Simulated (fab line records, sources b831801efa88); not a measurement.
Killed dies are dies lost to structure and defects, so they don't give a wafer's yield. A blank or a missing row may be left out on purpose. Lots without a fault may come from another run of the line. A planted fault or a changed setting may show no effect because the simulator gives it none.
A struck lot beside a sound one | flow sfq_line | 18 steps out of a route of 325
Sound: wafers L687.1, L687.3, L687.4. Struck: wafer L692.3. (L692.4 of the same lot was not struck and is left out.) The cause comes at the end.
At each step with rows: each side's tool, then ch and its chambers, then its first start. Under that, the readings that differ: sound wafers | struck wafers | difference of the means | sigmas: that difference in standard deviations of wafers without a fault.
alike: readings whose means differ by less than 2 such deviations, and words and numbers that are the same on both sides. not compared: withheld readings, readings that some wafer has no value for, bounds like >300 that may hide the same value, and numbers for which the record gives no deviation and whose values overlap.
The two part at a step that has a row with sigmas, a row that says differs or no value, or rows on one side only. Numbers that don't overlap but have no deviation are shown without sigmas and don't part them. A reading that every wafer of one side lacks parts them only if that side has two wafers or more.

SFQ_TRILAYER_A5B_DEP_PECVD_129: deposits SiO2 from SiH4/N2O, time 133.33 s, target thk 600 nm.
  sound on pecvd-03 ch 0,1,2, day 61 07:07; struck on pecvd-04 ch 2, day 63 03:19
  alike: heater_power_outer_w, heater_power_w, throttle_valve_pct
then, 2 steps without rows for these wafers: SFQ_TRILAYER_A5B_CMP_CMP_130 (polishes, stops on Nb, target thk 340.7 nm); SFQ_TRILAYER_A5B_METRO_MEASURE_131.
SFQ_TRILAYER_R5_DEP_SPUTTER_132: material Ti, target thk 5 nm, time 5 s.
  sound on pvd_sputter-06, day 61 21:38; struck on pvd_sputter-05, day 63 21:38
  reading                | sound          | struck | difference | sigmas
  throttle_valve_pct (%) | 29.3 29.3 30.6 | 32.0   | +2.3       | +2
SFQ_TRILAYER_R5_DEP_SPUTTER_133: material MoNx, target thk 40 nm, time 66.7 s.
  sound on pvd_sputter-06, day 61 21:39; struck on pvd_sputter-05, day 63 21:39
  alike: throttle_valve_pct
SFQ_TRILAYER_R5_DEP_SPUTTER_134: material Ti, target thk 5 nm, time 5 s.
  sound on pvd_sputter-06, day 61 21:42; struck on pvd_sputter-05, day 63 21:42
  reading                | sound          | struck | difference | sigmas
  throttle_valve_pct (%) | 29.0 29.2 30.7 | 32.1   | +2.5       | +2
SFQ_R5_RS_MEAS_933: measures by four-point-probe.
  sound on film_metro-03, day 61 21:43; struck on film_metro-02, day 63 21:46
  alike: R5_MONX_RS
SFQ_R5_THK_MEAS_934: measures by xrf.
  sound on film_metro-03, day 61 21:50; struck on film_metro-02, day 63 21:52
  alike: R5_MONX_THK
then, 4 steps without rows for these wafers: SFQ_TRILAYER_R5_LITHO_COAT_141 (resist thk 62 nm); SFQ_TRILAYER_R5_LITHO_COAT_136 (resist thk 600 nm); SFQ_TRILAYER_R5_LITHO_SOFTBAKE_140; SFQ_TRILAYER_R5_LITHO_EXPOSE_137 (exposes mask R5, target cd 500 nm).
SFQ_TRILAYER_R5_LITHO_PEB_139: peb time 60 s.
  sound on litho_track-03 ch 0, day 62 13:57; struck on litho_track-04 ch 0, day 64 06:18
  alike: plate_temp_C
then, 1 step without rows for these wafers: SFQ_TRILAYER_R5_LITHO_DEVELOP_138 (time 60 s).
SFQ_R5_OVL_MEAS_935:
  sound on overlay-02, day 62 14:15; struck on overlay-02, day 64 06:34
  alike: R5_OVL
SFQ_TRILAYER_R5_BARC_OPEN_METAL_ETCH_177: etches BARC in O2, target depth 125 nm, time 41.7 s.
  sound on rie_metal-02 ch 0,1, day 62 14:17; struck on rie_metal-02 ch 1, day 64 06:37
  reading             | sound           | struck | difference | sigmas
  model.R5.cd_nm (nm) | 501.7 502.7 502 | 446.2  | -55.9      |
  alike: chamber_pressure_mTorr, drypump_motor_current_A, he_backside_leak_sccm, oes_product_au
  not compared: rf_hours_counter_h
SFQ_TRILAYER_R5_ETCH_METAL_ETCH_139: etches the open film in Cl2, stops on SiO2, target depth 60 nm, time 40 s.
  sound on rie_metal-02 ch 0,1, day 62 14:20; struck on rie_metal-02 ch 1, day 64 06:40
  reading             | sound             | struck | difference | sigmas
  model.R5.cd_nm (nm) | 502.1 502.7 502.1 | 446    | -56        |
  alike: chamber_pressure_mTorr, drypump_motor_current_A, he_backside_leak_sccm, oes_product_au
  not compared: rf_hours_counter_h
SFQ_TRILAYER_R5_STRIP_STRIP_140: strips in O2.
  sound on rie_metal-02 ch 0,1, day 62 14:24; struck on rie_metal-02 ch 1, day 64 06:55
  alike: chamber_pressure_mTorr, drypump_motor_current_A, he_backside_leak_sccm, oes_product_au
  not compared: rf_hours_counter_h

WHERE THEY PART
First at SFQ_TRILAYER_R5_DEP_SPUTTER_132; last, within this record, at SFQ_TRILAYER_R5_DEP_SPUTTER_134. Later steps at which nothing parts them and some readings are alike: SFQ_R5_RS_MEAS_933, SFQ_R5_THK_MEAS_934, SFQ_TRILAYER_R5_LITHO_PEB_139, SFQ_R5_OVL_MEAS_935, SFQ_TRILAYER_R5_BARC_OPEN_METAL_ETCH_177, SFQ_TRILAYER_R5_ETCH_METAL_ETCH_139, SFQ_TRILAYER_R5_STRIP_STRIP_140.

WHY: what the simulator had put in
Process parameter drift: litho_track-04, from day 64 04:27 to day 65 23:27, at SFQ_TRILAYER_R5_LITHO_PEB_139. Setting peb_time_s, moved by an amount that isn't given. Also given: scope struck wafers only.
